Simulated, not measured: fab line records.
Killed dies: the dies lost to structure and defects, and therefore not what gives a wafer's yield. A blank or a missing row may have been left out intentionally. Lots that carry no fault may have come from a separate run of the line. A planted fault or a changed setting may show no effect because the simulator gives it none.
Which of the tools did it? :: flow gf180mcu :: 15 lots, 41 wafers sampled, at 4 steps of a route of 602

== WHAT EACH GAUGE READ, for each wafer ==
GF_HV_LDD_TW_MEAS_38. Usual: for HV_LDD_3_TW the level is 1436 and the standard deviation is 25.
lot: L150
measured: day 11 13:19
on: filmMetro-04
HV_LDD_3_TW: 1433 1420 1423
flag: 

lot: L151
measured: day 11 19:46
on: filmMetro-01
HV_LDD_3_TW: 1402 1414 1409
flag: 

lot: L152
measured: day 11 23:03
on: filmMetro-03
HV_LDD_3_TW: 1466 1455 1462
flag: 

lot: L153
measured: day 12 09:49
on: filmMetro-01
HV_LDD_3_TW: 1403 1408 1403
flag: 

lot: L154
measured: day 12 14:59
on: filmMetro-04
HV_LDD_3_TW: 1416 1419
flag: 

lot: L156
measured: day 13 08:45
on: filmMetro-04
HV_LDD_3_TW: 1417 1415 1412
flag: 

lot: L157
measured: day 14 05:38
on: filmMetro-01
HV_LDD_3_TW: 1421 1419 1419
flag: 

lot: L158
measured: day 14 05:56
on: filmMetro-03
HV_LDD_3_TW: 1471 1469 1473
flag: 

lot: L159
measured: day 14 16:35
on: filmMetro-03
HV_LDD_3_TW: 1469 1470 1470
flag: 

lot: L160
measured: day 15 13:05
on: filmMetro-03
HV_LDD_3_TW: 1463 1475 1467
flag: 

lot: L165
measured: day 16 19:59
on: filmMetro-01
HV_LDD_3_TW: 1423 1410
flag: 

lot: L169
measured: day 17 17:41
on: filmMetro-04
HV_LDD_3_TW: 1420 1423
flag: 

lot: L170
measured: day 17 23:46
on: filmMetro-03
HV_LDD_3_TW: 1470 1460
flag: 

lot: L171
measured: day 18 08:55
on: filmMetro-03
HV_LDD_3_TW: 1463 1458 1467
flag: 

lot: L173
measured: day 18 23:42
on: filmMetro-04
HV_LDD_3_TW: 1423 1426 1424
flag: 

GF_PSD_TW_MEAS_11. Usual: for PSD_TW the level is 3213 and the standard deviation is 48.
lot: L150
measured: day 14 00:54
on: filmMetro-03
PSD_TW: 3262 3262 3249
flag: 

lot: L151
measured: day 14 08:50
on: filmMetro-02
PSD_TW: 3184 3199 3190
flag: 

lot: L152
measured: day 14 15:08
on: filmMetro-03
PSD_TW: 3261 3251 3252
flag: 

lot: L153
measured: day 15 01:52
on: filmMetro-03
PSD_TW: 3261 3247 3267
flag: 

lot: L154
measured: day 15 07:43
on: filmMetro-02
PSD_TW: 3175 3171
flag: 

lot: L156
measured: day 16 03:16
on: filmMetro-02
PSD_TW: 3191 3195 3179
flag: 

lot: L157
measured: day 17 01:37
on: filmMetro-04
PSD_TW: 3144 3147 3142
flag: 

lot: L158
measured: day 17 02:34
on: filmMetro-03
PSD_TW: 3263 3253 3254
flag: 

lot: L159
measured: day 17 15:16
on: filmMetro-04
PSD_TW: 3144 3154 3162
flag: 

lot: L160
measured: day 18 14:26
on: filmMetro-02
PSD_TW: 3191 3191 3177
flag: 

lot: L165
measured: day 19 23:20
on: filmMetro-03
PSD_TW: 3251 3235
flag: 

lot: L169
measured: day 20 20:52
on: filmMetro-03
PSD_TW: 3265 3277
flag: 

lot: L170
measured: day 21 03:28
on: filmMetro-03
PSD_TW: 3224 3236
flag: 

lot: L171
measured: day 21 12:44
on: filmMetro-02
PSD_TW: 3202 3201 3200
flag: 

lot: L173
measured: day 22 04:23
on: filmMetro-04
PSD_TW: 3131 3113 3122
flag: 

GF_SAB_THK_MEAS_01. Usual: for SAB_CVD_00_THK the level is 50.0 nm and the standard deviation is 0.69.
lot: L150
measured: day 14 01:21
on: filmMetro-02
SAB_CVD_00_THK (nm): 50.3 50.7 51.1
flag: 

lot: L151
measured: day 14 09:17
on: filmMetro-01
SAB_CVD_00_THK (nm): 48.5 50.3 49.4
flag: 

lot: L152
measured: day 14 15:35
on: filmMetro-01
SAB_CVD_00_THK (nm): 50.2 48.5 50.0
flag: 

lot: L153
measured: day 15 02:19
on: filmMetro-02
SAB_CVD_00_THK (nm): 50.4 49.2 51.1
flag: 

lot: L154
measured: day 15 08:10
on: filmMetro-01
SAB_CVD_00_THK (nm): 50.6 50.1
flag: 

lot: L156
measured: day 16 03:43
on: filmMetro-01
SAB_CVD_00_THK (nm): 51.0 51.1 51.3
flag: 

lot: L157
measured: day 17 02:05
on: filmMetro-04
SAB_CVD_00_THK (nm): 48.7 48.8 49.3
flag: 

lot: L158
measured: day 17 03:01
on: filmMetro-04
SAB_CVD_00_THK (nm): 49.8 50.4 50.9
flag: 

lot: L159
measured: day 17 15:43
on: filmMetro-04
SAB_CVD_00_THK (nm): 49.8 49.0 50.2
flag: 

lot: L160
measured: day 18 14:53
on: filmMetro-02
SAB_CVD_00_THK (nm): 49.5 50.6 50.5
flag: 

lot: L165
measured: day 19 23:48
on: filmMetro-01
SAB_CVD_00_THK (nm): 38.7 49.5
flag: OFF

lot: L169
measured: day 20 21:22
on: filmMetro-01
SAB_CVD_00_THK (nm): 38.4 38.7
flag: OFF

lot: L170
measured: day 21 03:55
on: filmMetro-01
SAB_CVD_00_THK (nm): 38.3 38.7
flag: OFF

lot: L171
measured: day 21 13:11
on: filmMetro-02
SAB_CVD_00_THK (nm): 49.4 49.6 49.1
flag: 

lot: L173
measured: day 22 04:53
on: filmMetro-02
SAB_CVD_00_THK (nm): 49.9 50.3 50.6
flag: 

== WHAT TOOL EACH LOT RAN ON (gives the tool, then ch and the chambers of the sampled wafers, and finally the start) ==
lot: L150
GF_SAB_CVD_00: pecvd-03 ch 0,1,2, day 14 01:19

lot: L151
GF_SAB_CVD_00: pecvd-01 ch 0,1, day 14 09:16

lot: L152
GF_SAB_CVD_00: pecvd-01 ch 0,1, day 14 15:33

lot: L153
GF_SAB_CVD_00: pecvd-03 ch 0,2, day 15 02:18

lot: L154
GF_SAB_CVD_00: pecvd-01 ch 0,1, day 15 08:07

lot: L156
GF_SAB_CVD_00: pecvd-02 ch 1,2, day 16 03:42

lot: L157
GF_SAB_CVD_00: pecvd-01 ch 1,2, day 17 02:04

lot: L158
GF_SAB_CVD_00: pecvd-03 ch 1,2, day 17 03:00

lot: L159
GF_SAB_CVD_00: pecvd-02 ch 0,2, day 17 15:42

lot: L160
GF_SAB_CVD_00: pecvd-03 ch 1,2, day 18 14:51

lot: L165
GF_SAB_CVD_00: pecvd-03 ch 1,2, day 19 23:46

lot: L169
GF_SAB_CVD_00: pecvd-03 ch 0,2, day 20 21:20

lot: L170
GF_SAB_CVD_00: pecvd-03 ch 1,2, day 21 03:54

lot: L171
GF_SAB_CVD_00: pecvd-01 ch 0,1,2, day 21 13:10

lot: L173
GF_SAB_CVD_00: pecvd-02 ch 0,2, day 22 04:51
- GF_SAB_CVD_00: deposits SiO2 from TEOS, target thk 50 nm, time 4.9302 s.

== WHAT THE TOOLS THEMSELVES READ (means of the sampled wafers that have a number; where no wafer has one, the mark that the record gives instead) ==
GF_SAB_CVD_00. Usual: heaterPowerOuterW 403 W, standard deviation 65; heaterPowerW 710 W, standard deviation 88.
lot: L150
tool: pecvd-03
heaterPowerOuterW (W): 453
heaterPowerW (W): 773
flag: 

lot: L151
tool: pecvd-01
heaterPowerOuterW (W): 308
heaterPowerW (W): 597
flag: 

lot: L152
tool: pecvd-01
heaterPowerOuterW (W): 361
heaterPowerW (W): 661
flag: 

lot: L153
tool: pecvd-03
heaterPowerOuterW (W): 463
heaterPowerW (W): 818
flag: 

lot: L154
tool: pecvd-01
heaterPowerOuterW (W): 341
heaterPowerW (W): 646
flag: 

lot: L156
tool: pecvd-02
heaterPowerOuterW (W): 407
heaterPowerW (W): 717
flag: 

lot: L157
tool: pecvd-01
heaterPowerOuterW (W): 374
heaterPowerW (W): 687
flag: 

lot: L158
tool: pecvd-03
heaterPowerOuterW (W): 455
heaterPowerW (W): 821
flag: 

lot: L159
tool: pecvd-02
heaterPowerOuterW (W): 381
heaterPowerW (W): 661
flag: 

lot: L160
tool: pecvd-03
heaterPowerOuterW (W): 463
heaterPowerW (W): 797
flag: 

lot: L165
tool: pecvd-03
heaterPowerOuterW (W): 440
heaterPowerW (W): 788
flag: 

lot: L169
tool: pecvd-03
heaterPowerOuterW (W): 452
heaterPowerW (W): 778
flag: 

lot: L170
tool: pecvd-03
heaterPowerOuterW (W): 444
heaterPowerW (W): 785
flag: 

lot: L171
tool: pecvd-01
heaterPowerOuterW (W): 377
heaterPowerW (W): 682
flag: 

lot: L173
tool: pecvd-02
heaterPowerOuterW (W): 340
heaterPowerW (W): 624
flag: 

== THE ANSWER, worked out from the rows above alone ==
Rule: lot off if the mean of its wafers having a number is beyond 3 standard deviations from the usual mean. A lot without any number at a reading at which 4 lots or more have one is off too. Any other lot the step has rows for is counted as sound. After the gauges, taken in route order, come the tools' own readings; for these a lot's mean is taken, as printed above. The first step at which some lot is off is used, and at that step the reading that is off furthest; a lot without a number counts as furthest.
Off: L165, L169, L170, at GF_SAB_THK_MEAS_01 (SAB_CVD_00_THK).
If a tool, at a process step before that reading, ran all the lots that are off and no sound lot after the first of them, it fits. Gauges at GF_SAB_THK_MEAS_01: tried the same way as those tools. 2 tools fit, pecvd-03 at GF_SAB_CVD_00 and filmMetro-01 at GF_SAB_THK_MEAS_01, so this cannot tell which one it is.

== WHAT THE SIMULATOR HAD INSERTED ==
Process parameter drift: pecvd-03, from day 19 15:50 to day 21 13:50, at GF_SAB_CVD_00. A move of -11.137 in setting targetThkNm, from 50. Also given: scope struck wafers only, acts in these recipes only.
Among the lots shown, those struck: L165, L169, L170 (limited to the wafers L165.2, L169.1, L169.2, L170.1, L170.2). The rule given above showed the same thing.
